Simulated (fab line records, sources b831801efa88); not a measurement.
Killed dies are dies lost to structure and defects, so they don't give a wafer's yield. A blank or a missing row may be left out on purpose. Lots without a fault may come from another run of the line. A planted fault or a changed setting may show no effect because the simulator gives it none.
Which tool did it? | flow sky130 | 12 lots, 36 wafers sampled, at 5 steps of a route of 708

WHAT THE GAUGES READ, wafer by wafer
SKY_FIELD_ISO_THK_MEAS_02. Usual: FIELD_ISO_OXIDATION_00_THK 12.21 nm, standard deviation 0.2.
lot  | measured    | on            | FIELD_ISO_OXIDATION_00_THK (nm) | flag
L494 | day 1 16:38 | film_metro-01 | 12.44 12.24 12.46               |
L496 | day 2 04:31 | film_metro-04 | 12.23 12.18 12.11               |
L497 | day 2 08:32 | film_metro-02 | 12.16 12.03 11.79               |
L498 | day 2 12:38 | film_metro-02 | 12.03 12.17 12.13               |
L499 | day 2 18:54 | film_metro-02 | 12.20 12.15 12.14               |
L500 | day 2 22:57 | film_metro-02 | 12.09 11.88 12.06               |
L501 | day 3 03:38 | film_metro-01 | 12.18 12.13 11.94               |
L503 | day 3 14:04 | film_metro-02 | 12.17 12.37 12.25               |
L505 | day 3 23:38 | film_metro-01 | 11.86 12.09 11.99               |
L510 | day 5 02:37 | film_metro-04 | 12.11 12.11 11.92               |
L512 | day 5 13:32 | film_metro-01 | 12.01 11.84 11.99               |
L516 | day 6 06:38 | film_metro-04 | 12.02 12.27 11.98               |

SKY_FIELD_ISO_THK_MEAS_04. Usual: FIELD_ISO_CVD_03_THK 165.0 nm, standard deviation 1.5.
lot  | measured    | on            | FIELD_ISO_CVD_03_THK (nm) | flag
L494 | day 1 18:29 | film_metro-04 | 165.3 165.0 166.8         |
L496 | day 2 07:46 | film_metro-02 | 164.4 165.4 165.8         |
L497 | day 2 12:09 | film_metro-01 | 164.9 164.4 166.5         |
L498 | day 2 14:58 | film_metro-02 | 164.4 164.3 164.3         |
L499 | day 2 21:27 | film_metro-01 | 164.4 165.1 164.2         |
L500 | day 3 00:47 | film_metro-02 | 163.7 164.4 163.9         |
L501 | day 3 05:29 | film_metro-04 | 163.5 162.7 163.3         |
L503 | day 3 16:29 | film_metro-04 | 164.4 164.1 164.6         |
L505 | day 4 01:29 | film_metro-02 | 165.6 165.2 164.8         |
L510 | day 5 04:53 | film_metro-02 | 164.6 163.2 163.4         |
L512 | day 5 16:17 | film_metro-04 | 167.9 167.6 167.6         |
L516 | day 6 08:29 | film_metro-04 | 168.4 168.4 169.2         |

SKY_NWELL_THK_MEAS_02. Usual: NWELL_OXIDATION_THK 9.92 nm, standard deviation 0.15.
lot  | measured    | on            | NWELL_OXIDATION_THK (nm) | flag
L494 | day 2 17:23 | film_metro-01 | 9.97 10.15 10.22         |
L496 | day 3 05:22 | film_metro-02 | 9.95 9.84 9.71           |
L497 | day 3 11:10 | film_metro-01 | 9.85 9.95 9.79           |
L498 | day 3 14:48 | film_metro-03 | 9.96 9.62 9.67           |
L499 | day 3 20:45 | film_metro-01 | 9.93 10.07 9.79          |
L500 | day 4 00:53 | film_metro-02 | 9.73 9.75 9.74           |
L501 | day 4 03:29 | film_metro-01 | 9.99 9.95 10.09          |
L503 | day 4 17:29 | film_metro-02 | 9.87 10.11 10.00         |
L505 | day 5 04:00 | film_metro-03 | 9.82 9.70 9.84           |
L510 | day 6 04:57 | film_metro-02 | 12.15 12.21 12.18        | OFF
L512 | day 6 17:11 | film_metro-03 | 12.54 12.34 12.57        | OFF
L516 | day 7 11:29 | film_metro-03 | 10.07 10.11 10.09        |

WHICH TOOL RAN EACH LOT (tool, then ch and the chambers of the sampled wafers, then the start)
lot  | SKY_FIELD_ISO_ETCH_17           | SKY_NWELL_OXIDATION_01
L494 | rie_si-02 ch 0,2, day 2 08:58   | furnace-01 ch 0, day 2 15:59
L496 | rie_si-02 ch 0,1,3, day 2 23:33 | furnace-01 ch 0, day 3 03:58
L497 | rie_si-02 ch 0,2,3, day 3 04:08 | furnace-02 ch 0, day 3 09:44
L498 | rie_si-01 ch 0,3, day 3 07:10   | furnace-01 ch 0, day 3 13:25
L499 | rie_si-01 ch 0,3, day 3 13:48   | furnace-01 ch 0, day 3 19:21
L500 | rie_si-02 ch 1,2,3, day 3 17:12 | furnace-01 ch 0, day 3 23:29
L501 | rie_si-01 ch 0,3, day 3 21:57   | furnace-02 ch 0, day 4 02:05
L503 | rie_si-02 ch 0,3, day 4 09:26   | furnace-01 ch 0, day 4 16:06
L505 | rie_si-01 ch 2,3, day 4 19:10   | furnace-02 ch 0, day 5 02:37
L510 | rie_si-01 ch 2,3, day 5 23:05   | furnace-02 ch 0, day 6 03:34
L512 | rie_si-02 ch 1,2, day 6 11:33   | furnace-02 ch 0, day 6 15:46
L516 | rie_si-01 ch 0,1,3, day 7 04:16 | furnace-01 ch 0, day 7 10:05
- SKY_FIELD_ISO_ETCH_17: etches Si in HBr/Cl2/O2, target depth 342 nm, time 97.7 s.
- SKY_NWELL_OXIDATION_01: stabilise 600 s, purge 300 s, target thk 10 nm.

WHAT THE TOOLS THEMSELVES READ (means of the sampled wafers that have a number; where no wafer has one, the mark that the record gives instead)
SKY_FIELD_ISO_ETCH_17. Usual: HBr_flow_sccm 150.0 sccm, standard deviation 0.48; drypump_motor_current_A 5.6 A, standard deviation 0.4; oes_product_au 0.992 a.u., standard deviation 0.016; throttle_valve_pct 25.661 %, standard deviation 0.013.
lot  | tool      | HBr_flow_sccm (sccm) | drypump_motor_current_A (A) | oes_product_au (a.u.) | throttle_valve_pct (%) | flag
L494 | rie_si-02 | 150.3                | 5.9                         | 0.995                 | 25.663                 |
L496 | rie_si-02 | 149.8                | 5.7                         | 0.999                 | 25.653                 |
L497 | rie_si-02 | 149.6                | 5.7                         | 0.995                 | 25.659                 |
L498 | rie_si-01 | 149.4                | 5.4                         | 0.997                 | 25.662                 |
L499 | rie_si-01 | 149.3                | 5.1                         | 1.002                 | 25.658                 |
L500 | rie_si-02 | 150.3                | 5.8                         | 0.990                 | 25.662                 |
L501 | rie_si-01 | 150.1                | 5.4                         | 0.986                 | 25.663                 |
L503 | rie_si-02 | 149.8                | 5.5                         | 0.999                 | 25.644                 |
L505 | rie_si-01 | 149.8                | 5.1                         | 0.997                 | 25.647                 |
L510 | rie_si-01 | 149.3                | 5.0                         | 0.996                 | 25.652                 |
L512 | rie_si-02 | 149.7                | 6.0                         | 1.000                 | 25.652                 |
L516 | rie_si-01 | 150.2                | 5.5                         | 0.991                 | 25.662                 |

SKY_NWELL_OXIDATION_01. Usual: spike_tc_bottom_C 915.1 C, standard deviation 2.6; spike_tc_centre_C 901.7 C, standard deviation 1.2; spike_tc_lower_C 901.0 C, standard deviation 1; spike_tc_top_C 909.1 C, standard deviation 2.7; spike_tc_upper_C 899.1 C, standard deviation 1.6; tube_center_temp_C 899.99 C, standard deviation 0.08; tube_center_temp_C_max 902.3, standard deviation 0.33.
lot  | tool       | spike_tc_bottom_C (C) | spike_tc_centre_C (C) | spike_tc_lower_C (C) | spike_tc_top_C (C) | spike_tc_upper_C (C) | tube_center_temp_C (C) | tube_center_temp_C_max | flag
L494 | furnace-01 | 918.5                 | 901.1                 | 901.3                | 911.8              | 899.8                | 899.99                 | 902.3                  |
L496 | furnace-01 | 918.7                 | 900.8                 | 900.9                | 912.2              | 901.4                | 900.00                 | 902.4                  |
L497 | furnace-02 | 912.9                 | 902.3                 | 900.4                | 907.6              | 898.8                | 899.99                 | 902.2                  |
L498 | furnace-01 | 918.2                 | 900.5                 | 901.2                | 911.3              | 900.5                | 899.99                 | 902.3                  |
L499 | furnace-01 | 918.6                 | 900.7                 | 900.2                | 911.9              | 901.4                | 900.04                 | 902.4                  |
L500 | furnace-01 | 918.9                 | 901.2                 | 901.4                | 912.4              | 900.6                | 900.07                 | 902.4                  |
L501 | furnace-02 | 913.7                 | 901.7                 | 900.4                | 906.3              | 897.5                | 900.04                 | 902.2                  |
L503 | furnace-01 | 918.1                 | 901.4                 | 902.2                | 912.0              | 899.9                | 900.09                 | 902.1                  |
L505 | furnace-02 | 913.2                 | 902.8                 | 900.7                | 906.5              | 898.2                | 899.94                 | 902.5                  |
L510 | furnace-02 | 934.9                 | 922.0                 | 920.6                | 926.5              | 918.2                | 920.30                 | 922.6                  | OFF
L512 | furnace-02 | 933.9                 | 922.9                 | 921.1                | 927.1              | 919.0                | 920.32                 | 922.7                  | OFF
L516 | furnace-01 | 917.1                 | 902.1                 | 901.4                | 912.6              | 900.4                | 900.05                 | 902.2                  |

THE ANSWER, worked out from the rows above alone
Rule: a lot is off if the mean of its wafers that have a number lies more than 3 standard deviations from the usual mean. A lot without any number at a reading at which 4 lots or more have one is off too. The other lots that the step has rows for count as sound. The gauges are gone through in route order, then the tools' own readings, and for those a lot's mean is taken as printed above. The first step at which some lot is off is used, and at that step the reading that is off furthest; a lot without a number counts as furthest.
Off: L510, L512, at SKY_NWELL_THK_MEAS_02 (NWELL_OXIDATION_THK).
A tool fits if, at a process step before that reading, it ran every lot that is off, and no sound lot after the first of them. The gauges at SKY_NWELL_THK_MEAS_02 aren't tried: what is off there is off at SKY_NWELL_OXIDATION_01 too, on other tools, and a gauge's error can't cause that. One fits: furnace-02 at SKY_NWELL_OXIDATION_01. Its last sound lot is L505 (day 5 02:37), its first lot that is off L510 (day 6 03:34): a fault that began between those two fits.
The tool's own readings at SKY_NWELL_OXIDATION_01 bear it out: on the lots that are off they differ by more than 5 times the standard deviation of the sound lots' means. spike_tc_bottom_C reads 934.4 C there against 916.8 C on the sound lots; spike_tc_centre_C reads 922.5 C there against 901.5 C on the sound lots; spike_tc_lower_C reads 920.9 C there against 901.0 C on the sound lots; spike_tc_top_C reads 926.8 C there against 910.5 C on the sound lots; spike_tc_upper_C reads 918.6 C there against 899.9 C on the sound lots; tube_center_temp_C reads 920.31 C there against 900.02 C on the sound lots; tube_center_temp_C_max reads 922.7 there against 902.3 on the sound lots.

WHAT THE SIMULATOR HAD PUT IN
Process parameter drift: furnace-02, from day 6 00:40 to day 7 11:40, at SKY_NWELL_OXIDATION_01. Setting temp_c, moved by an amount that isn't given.
Lots struck among those shown: L510, L512. The rule above found the same.
